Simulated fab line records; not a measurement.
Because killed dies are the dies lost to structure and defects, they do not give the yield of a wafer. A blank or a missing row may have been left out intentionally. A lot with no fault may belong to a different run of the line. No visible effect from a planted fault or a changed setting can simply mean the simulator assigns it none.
Which tool was responsible? | flow sky130 | 11 lots, 33 wafers sampled, at 6 steps of a route of 708

== WHAT EACH GAUGE READ, for each wafer ==
No reading from a measuring or inspecting step in the record can be judged against a usual standard deviation.

== TOOL THAT RAN EACH LOT (tool first, then ch and the chambers of the sampled wafers, then the start) ==
lot  | SKY_METAL2_ETCH_18                | SKY_VIA2_COAT_06                  | SKY_VIA2_ETCH_14                   | SKY_VIA2_SPUTTER_20          | SKY_METAL3_SPUTTER_02        | SKY_PAD_OPEN_PROBE_99
L207 | rie_metal-04 ch 0, day 34 15:48   | litho_track-04 ch 0, day 35 06:07 | rie_diel-01 ch 1,2,3, day 35 20:20 | pvd_sputter-04, day 35 21:05 | pvd_sputter-01, day 35 21:47 | -
L208 | rie_metal-01 ch 0,1, day 34 18:46 | litho_track-03 ch 0, day 35 09:14 | rie_diel-04 ch 1,2, day 35 22:35   | pvd_sputter-01, day 35 23:19 | pvd_sputter-02, day 36 00:02 | -
L210 | rie_metal-01 ch 0,1, day 35 14:59 | litho_track-04 ch 0, day 36 05:17 | rie_diel-03 ch 1,2,3, day 36 19:41 | pvd_sputter-04, day 36 20:23 | pvd_sputter-02, day 36 21:07 | prober-01, day 46 03:53
L211 | rie_metal-01 ch 0,1, day 35 21:05 | litho_track-02 ch 0, day 36 11:14 | rie_diel-01 ch 1,2,3, day 37 00:41 | pvd_sputter-01, day 37 01:23 | pvd_sputter-03, day 37 02:06 | -
L213 | rie_metal-03 ch 0,1, day 37 00:09 | litho_track-04 ch 0, day 37 13:58 | rie_diel-04 ch 0,1,3, day 38 02:52 | pvd_sputter-03, day 38 03:34 | pvd_sputter-02, day 38 04:17 | -
L219 | rie_metal-01 ch 0,1, day 38 14:30 | litho_track-04 ch 0, day 39 04:11 | rie_diel-04 ch 0,1, day 39 17:28   | pvd_sputter-03, day 39 18:13 | pvd_sputter-01, day 39 18:56 | -
L218 | rie_metal-04 ch 0,1, day 38 17:06 | litho_track-03 ch 0, day 39 06:19 | rie_diel-04 ch 1,2, day 39 19:50   | pvd_sputter-03, day 39 20:56 | pvd_sputter-02, day 39 21:40 | -
L220 | rie_metal-04 ch 0,1, day 39 02:45 | litho_track-02 ch 0, day 39 16:02 | rie_diel-04 ch 0,1, day 40 05:43   | pvd_sputter-04, day 40 06:28 | pvd_sputter-03, day 40 07:14 | -
L226 | rie_metal-03 ch 0,1, day 42 10:38 | litho_track-02 ch 0, day 42 22:57 | rie_diel-03 ch 0,3, day 43 11:29   | pvd_sputter-04, day 43 12:11 | pvd_sputter-01, day 43 13:02 | -
L229 | rie_metal-04 ch 0,1, day 42 13:21 | litho_track-04 ch 0, day 43 02:34 | rie_diel-04 ch 0,2,3, day 43 14:14 | pvd_sputter-01, day 43 14:56 | pvd_sputter-02, day 43 15:47 | prober-02, day 51 06:49
L228 | rie_metal-04 ch 0, day 42 16:03   | litho_track-04 ch 0, day 43 04:49 | rie_diel-01 ch 0,1,2, day 43 16:37 | pvd_sputter-04, day 43 17:19 | pvd_sputter-03, day 43 18:02 | prober-01, day 51 07:41
- SKY_METAL2_ETCH_18: etches BARC in N2/H2, stops on SiO2, time 45.9 s, target depth 60 nm.
- SKY_VIA2_COAT_06: resist thk 60 nm.
- SKY_VIA2_ETCH_14: etches BARC in N2/H2, stops on SiO2, time 45.9 s, target depth 60 nm.
- SKY_VIA2_SPUTTER_20: material TiN, target thk 20 nm, time 80 s.
- SKY_METAL3_SPUTTER_02: material AlCu, target thk 735 nm, time 39.1 s.
- SKY_PAD_OPEN_PROBE_99

== AS READ BY THE TOOLS THEMSELVES (means over the sampled wafers that have a number; for cases with no such wafer, the mark the record gives instead) ==
SKY_METAL2_ETCH_18. Usual: bias_w 100.02 W, standard deviation 0.28; drypump_motor_current_A 5.5 A, standard deviation 0.47; oes_product_au 0.855 a.u., standard deviation 0.0046; throttle_valve_pct 13.225 %, standard deviation 0.0085.
lot  | tool         | bias_w (W) | drypump_motor_current_A (A) | oes_product_au (a.u.) | throttle_valve_pct (%) | flag
L207 | rie_metal-04 | 100.00     | 5.0                         | 0.852                 | 13.225                 |
L208 | rie_metal-01 | 100.28     | 5.9                         | 0.857                 | 13.222                 |
L210 | rie_metal-01 | 99.91      | 5.9                         | 0.852                 | 13.225                 |
L211 | rie_metal-01 | 99.98      | 5.6                         | 0.856                 | 13.228                 |
L213 | rie_metal-03 | 100.20     | 5.5                         | 0.855                 | 13.231                 |
L219 | rie_metal-01 | 100.14     | 5.7                         | 0.856                 | 13.231                 |
L218 | rie_metal-04 | 99.72      | 5.1                         | 0.851                 | 13.224                 |
L220 | rie_metal-04 | 100.35     | 5.1                         | 0.852                 | 13.219                 |
L226 | rie_metal-03 | 100.13     | 5.9                         | 0.855                 | 13.225                 |
L229 | rie_metal-04 | 99.67      | 5.1                         | 0.856                 | 13.228                 |
L228 | rie_metal-04 | 100.44     | 5.0                         | 0.861                 | 13.224                 |

SKY_VIA2_ETCH_14. Usual: bias_w 99.9 W, standard deviation 0.31; drypump_motor_current_A 5.5 A, standard deviation 0.45; oes_product_au 0.854 a.u., standard deviation 0.0051; throttle_valve_pct 13.225 %, standard deviation 0.0098.
lot  | tool        | bias_w (W) | drypump_motor_current_A (A) | oes_product_au (a.u.) | throttle_valve_pct (%) | flag
L207 | rie_diel-01 | 99.9       | 6.0                         | 0.856                 | 13.233                 |
L208 | rie_diel-04 | 99.9       | 5.2                         | 0.853                 | 13.231                 |
L210 | rie_diel-03 | 100.0      | 5.4                         | 0.849                 | 13.223                 |
L211 | rie_diel-01 | 99.8       | 6.0                         | 0.852                 | 13.228                 |
L213 | rie_diel-04 | 99.9       | 5.2                         | 0.857                 | 13.225                 |
L219 | rie_diel-04 | 100.0      | 5.4                         | 0.853                 | 13.227                 |
L218 | rie_diel-04 | 100.0      | 5.2                         | 0.859                 | 13.226                 |
L220 | rie_diel-04 | 99.9       | 5.1                         | 0.852                 | 13.221                 |
L226 | rie_diel-03 | 99.5       | 5.6                         | 0.856                 | 13.231                 |
L229 | rie_diel-04 | 99.8       | 5.5                         | 0.840                 | 13.231                 |
L228 | rie_diel-01 | 99.9       | 5.7                         | 0.840                 | 13.218                 |

SKY_VIA2_SPUTTER_20. Usual: throttle_valve_pct 30.6 %, standard deviation 1.
lot  | tool           | throttle_valve_pct (%) | flag
L207 | pvd_sputter-04 | 29.6                   |
L208 | pvd_sputter-01 | 30.9                   |
L210 | pvd_sputter-04 | 30.8                   |
L211 | pvd_sputter-01 | 30.8                   |
L213 | pvd_sputter-03 | 31.0                   |
L219 | pvd_sputter-03 | 29.8                   |
L218 | pvd_sputter-03 | 30.8                   |
L220 | pvd_sputter-04 | 30.6                   |
L226 | pvd_sputter-04 | 29.6                   |
L229 | pvd_sputter-01 | 31.1                   |
L228 | pvd_sputter-04 | 30.4                   |

SKY_METAL3_SPUTTER_02. Usual: throttle_valve_pct 30.3 %, standard deviation 1.1.
lot  | tool           | throttle_valve_pct (%) | flag
L207 | pvd_sputter-01 | 30.7                   |
L208 | pvd_sputter-02 | 29.3                   |
L210 | pvd_sputter-02 | 29.7                   |
L211 | pvd_sputter-03 | 30.0                   |
L213 | pvd_sputter-02 | 29.9                   |
L219 | pvd_sputter-01 | 31.1                   |
L218 | pvd_sputter-02 | 29.0                   |
L220 | pvd_sputter-03 | 31.1                   |
L226 | pvd_sputter-01 | 30.2                   |
L229 | pvd_sputter-02 | 30.2                   |
L228 | pvd_sputter-03 | 30.2                   |

SKY_PAD_OPEN_PROBE_99. Usual: defect_limited_yield 82.6 %, standard deviation 1.9; killed_at_M0_to_M3 43, standard deviation 7.3; killed_at_M4_up 3.0, standard deviation 2; killed_at_contacts 24, standard deviation 5.2; killed_at_front_end 15, standard deviation 4.4; killed_at_other 0.2, standard deviation 0.48; killed_dies 86, standard deviation 9.1; killed_open 47, standard deviation 7.3; killed_short 38, standard deviation 6.4; sort_bin_3_pad_short 0.8 %, standard deviation 0.38; sort_bin_5_function 10.5 %, standard deviation 1.4; sort_bin_6_memory 6.1 %, standard deviation 1.1; sort_n_pass 406, standard deviation 9.1; sort_yield_pct 82.6 %, standard deviation 1.9.
lot  | tool      | defect_limited_yield (%) | killed_at_M0_to_M3 | killed_at_M4_up | killed_at_contacts | killed_at_front_end | killed_at_other | killed_dies | killed_open | killed_short | sort_bin_3_pad_short (%) | sort_bin_5_function (%) | sort_bin_6_memory (%) | sort_n_pass | sort_yield_pct (%) | flag
L210 | prober-01 | 84.5                     | 42                 | 2.0             | 25                 | 8                   | 0.0             | 76          | 41          | 35           | 0.7                      | 9.0                     | 5.8                   | 416         | 84.5               |
L229 | prober-02 | 83.3                     | 43                 | 2.7             | 23                 | 14                  | 0.0             | 82          | 46          | 35           | 1.0                      | 9.5                     | 6.2                   | 410         | 83.3               |
L228 | prober-01 | 81.4                     | 45                 | 4.0             | 27                 | 15                  | 0.0             | 92          | 49          | 43           | 0.9                      | 10.6                    | 7.1                   | 400         | 81.4               |

== THE ANSWER, worked out from the rows above alone ==
Rule: a lot counts as off when the mean over its wafers that have a number is more than 3 standard deviations away from the usual mean. A lot without any number at a reading at which 4 lots or more have one is off too. The other lots that the step has rows for count as sound. First the gauges in route order, then the tools' own readings, where a lot's mean is used as printed above. At the first step where some lot is off, the reading lying furthest off is the one used; lots without a number count as furthest.
None of the lots is off at any reading shown; this tells nothing.

== WHAT HAD BEEN PUT IN BY THE SIMULATOR ==
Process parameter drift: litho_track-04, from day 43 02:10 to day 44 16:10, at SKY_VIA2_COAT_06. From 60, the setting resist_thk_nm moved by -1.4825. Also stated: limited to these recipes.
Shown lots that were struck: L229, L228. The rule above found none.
